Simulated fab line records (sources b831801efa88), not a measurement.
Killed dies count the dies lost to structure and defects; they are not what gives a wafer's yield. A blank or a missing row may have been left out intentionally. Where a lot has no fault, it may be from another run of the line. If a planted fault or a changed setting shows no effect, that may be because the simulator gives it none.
A lot that was struck, set against a sound lot :: flow sky130 :: 18 out of 708 route steps
Sound: the wafers L324.2, L324.3, L324.4. Wafers L315.2, L315.5, L315.6 were the ones struck. The cause is given at the end.
At each step with rows: each side's tool, then ch and its chambers, then its first start. Under that, the readings that differ: sound wafers :: struck wafers :: difference of the means :: sigmas: that difference in standard deviations of wafers without a fault.
alike: same words and numbers on both sides, and readings whose means sit less than 2 such deviations apart. not compared: any withheld reading, any reading some wafer has no value for, any bound like >300 that may hide the same value, and any number with overlapping values for which the record gives no deviation.
Wherever a step has rows on one side only, a row that says differs or no value, or a row with sigmas, the two part there. Numbers that don't overlap but have no deviation are shown without sigmas and don't part them. A reading missing from all wafers of one side parts the sides only when that side holds two or more wafers.

first, 4 steps without rows for these wafers: SKY_VT_ADJUST_LVTN_SOFTBAKE_14 (time 60 s); SKY_VT_ADJUST_LVTN_EXPOSE_15 (exposes mask HVN STD DERIVED, target cd 600 nm); SKY_VT_ADJUST_LVTN_PEB_16; SKY_VT_ADJUST_LVTN_DEVELOP_17 (develop time 60 s).
SKY_VT_ADJUST_LVTN_OVL_MEAS_18:
  struck on overlay-01, day 9 08:47; sound on overlay-01, day 11 23:41
  alike: VT_ADJUST_LVTN_01_OVL
after that, 1 step had no rows for these wafers: SKY_VT_ADJUST_LVTN_IMPLANT_19.
SKY_VT_ADJUST_LVTN_STRIP_20: strips in O2/N2.
  sound on plasma_asher-03 ch 0,1, day 11 23:52; struck on plasma_asher-01 ch 0,1, day 9 08:58
  alike: drypump_motor_current_A, oes_product_au, strip_time_to_endpoint_s
  not compared: rf_hours_counter_h
SKY_VT_ADJUST_LVTN_TW_MEAS_21:
  struck on film_metro-01, day 9 09:05; sound on film_metro-02, day 11 23:59
  alike: VT_ADJUST_LVTN_2_TW
then, 4 steps without rows for these wafers: SKY_VT_ADJUST_NCORE_DEHYDRATE_00 (time 60 s); SKY_VT_ADJUST_NCORE_HMDS_01 (prime time 60 s); SKY_VT_ADJUST_NCORE_COAT_02 (resist thk 1121 nm); SKY_VT_ADJUST_NCORE_SOFTBAKE_03 (time 60 s).
SKY_VT_ADJUST_NCORE_EXPOSE_04: exposes mask LVTN COMPLEMENT THIN, target cd 380 nm.
  sound on iline_stepper-01 ch 0, day 12 12:25; struck on iline_stepper-02 ch 0, day 9 20:28
reading: exposure_dose_mJ_cm2
sound: 138.3 138.0 138.2
struck: 154.3 154.4 154.3
difference: +16.2
sigmas: +23
  alike: mask
then, 2 steps without rows for these wafers: SKY_VT_ADJUST_NCORE_PEB_05; SKY_VT_ADJUST_NCORE_DEVELOP_06 (develop time 60 s).
SKY_VT_ADJUST_NCORE_CD_MEAS_07: the cd target is 380 nm.
  struck on cd_sem-01, day 10 07:30; sound on cd_sem-01, day 13 00:28
reading: cd_nm (nm)
sound: 377.3 378.2 378.5
struck: 408.5 412.3 412.1
difference: +33.0
sigmas: +16
SKY_VT_ADJUST_NCORE_OVL_MEAS_08:
  struck on overlay-02, day 10 07:37; sound on overlay-02, day 13 00:34
  alike: VT_ADJUST_NCORE_OVL
-- the record jumps here: 37 days lie between the struck wafers' starts before and after (it left off in module VT_ADJUST_NCORE and takes up again in module PAD_OPEN, whose first step shown is number 708 of the route) --
SKY_PAD_OPEN_PROBE_99:
  rows exist in the record for the struck wafers here (prober-01, day 47 05:48), but not for the sound ones

WHERE THEY PART
Earliest at SKY_VT_ADJUST_NCORE_EXPOSE_04; latest, in this record, at SKY_PAD_OPEN_PROBE_99.

WHY: what the simulator had put in
Process parameter drift: iline_stepper-02, from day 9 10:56 on, at SKY_VT_ADJUST_NCORE_EXPOSE_04. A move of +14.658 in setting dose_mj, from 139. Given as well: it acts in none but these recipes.
